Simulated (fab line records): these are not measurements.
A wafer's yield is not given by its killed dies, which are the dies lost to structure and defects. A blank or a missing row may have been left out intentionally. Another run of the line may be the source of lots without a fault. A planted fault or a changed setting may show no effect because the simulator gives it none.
Split-lot trial -- flow gf180mcu -- on a route of 602 steps: 5 lots, 23 wafers read

THE SPLIT ITSELF
At GF_DNWELL_COAT_02 (resist thk 3000 nm), the setting resist thk nm was moved away from the recipe's 3000 nm on 10 of the 23 wafers read, by -3.5% to +6.0%. This setting was run at the recipe's value on the other wafers.

Reading taken at the split's own step.

THE READING
coat_of_DNWELL_COAT_02.thk nm (the simulator's own value, which no gauge read), in nm, at GF_DNWELL_COAT_02 (resist thk 3000 nm). The file gives no usual value for it. Average 3004 nm, standard deviation 9.2 nm, over the 13 wafers here run with the recipe.

wafer,"tool, chamber at the split","resist thk nm as run, nm",against the recipe,"coat_of_DNWELL_COAT_02.thk nm, nm",against lot-mates on the recipe
L074.2,"litho track-03, 0",2908,-3.1%,2920,-89
L074.3,"litho track-03, 0",3000,recipe,3011,-
L074.4,"litho track-03, 0",2908,-3.1%,2907,-102
L074.5,"litho track-03, 0",3000,recipe,3007,-
L074.6,"litho track-03, 0",3000,recipe,3009,-
L076.1,"litho track-03, 0",3000,recipe,3006,-
L076.3,"litho track-03, 0",3000,recipe,3007,-
L076.6,"litho track-03, 0",3000,recipe,3005,-
L077.1,"litho track-03, 0",2896,-3.5%,2901,-113
L077.2,"litho track-03, 0",3000,recipe,3017,-
L077.4,"litho track-03, 0",2896,-3.5%,2908,-106
L077.5,"litho track-03, 0",3000,recipe,3011,-
L077.6,"litho track-03, 0",2896,-3.5%,2900,-114
L079.2,"litho track-03, 0",3000,recipe,3005,-
L079.3,"litho track-03, 0",3120,+4.0%,3119,+112
L079.4,"litho track-03, 0",3120,+4.0%,3121,+114
L079.5,"litho track-03, 0",3000,recipe,3009,-
L079.6,"litho track-03, 0",3120,+4.0%,3135,+128
L083.1,"litho track-04, 0",3000,recipe,2987,-
L083.2,"litho track-04, 0",3000,recipe,2984,-
L083.3,"litho track-04, 0",3179,+6.0%,3177,+188
L083.4,"litho track-04, 0",3179,+6.0%,3181,+192
L083.5,"litho track-04, 0",3000,recipe,2995,-

FIT RESULTS
A straight line over all 23 wafers: coat_of_DNWELL_COAT_02.thk nm changes by +29.5 nm for each +1% of resist thk nm; r = +1.00; the points scatter about the line by 8.2 nm.
The same after taking each lot's own level away (the mean of its wafers on the recipe; 23 wafers): +31.2 nm for each +1%; r = +1.00; scatter 5.2 nm.
That fit puts the effect of the largest move of resist thk nm on the reading at 1.9e+02 nm.
The lots' own levels span 2988.7 to 3014.0 nm, that is 2.7 times the standard deviation above.
The two slopes agree, so the slope changes little with the lot-to-lot level.
Check: with one of the wafers moved furthest among these (+6.0%) left out of the fit, the line predicts +185 nm for it against its lot-mates. Against them it came out at +188 nm.

THE OTHER SPLITS THESE WAFERS WENT THROUGH
These wafers also went through other splits before the reading. Each is held against what the fit with the lots' levels taken away leaves over:
other split on the same wafers,wafers away from the commonest value,r with coat_of_DNWELL_COAT_02.thk nm (lot level and that fit taken away)
GF_STI_COAT_07 resist thk nm,8,-0.30
GF_STI_PEB_10 peb time s,2,-0.22
GF_STI_WET_ETCH_26 temp c,18,-0.29

THE WHOLE CHAIN: every reading that the file lists as answering this split, in the file's order
step,what it does,reading,change (the file's fit),r (the file's)
GF_DNWELL_COAT_02,resist thk 3000 nm,"coat_of_DNWELL_COAT_02.thk nm (the simulator's own value, which no gauge read)",+31.3 nm for each +1% of the setting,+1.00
GF_DNWELL_STRIP_08,strips in O2/N2,strip time to endpoint s,withheld for each +1% of the setting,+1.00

FILE'S OWN FIT
coat_of_DNWELL_COAT_02.thk nm changes by +31.3 nm for each +1% of resist thk nm, r = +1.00.
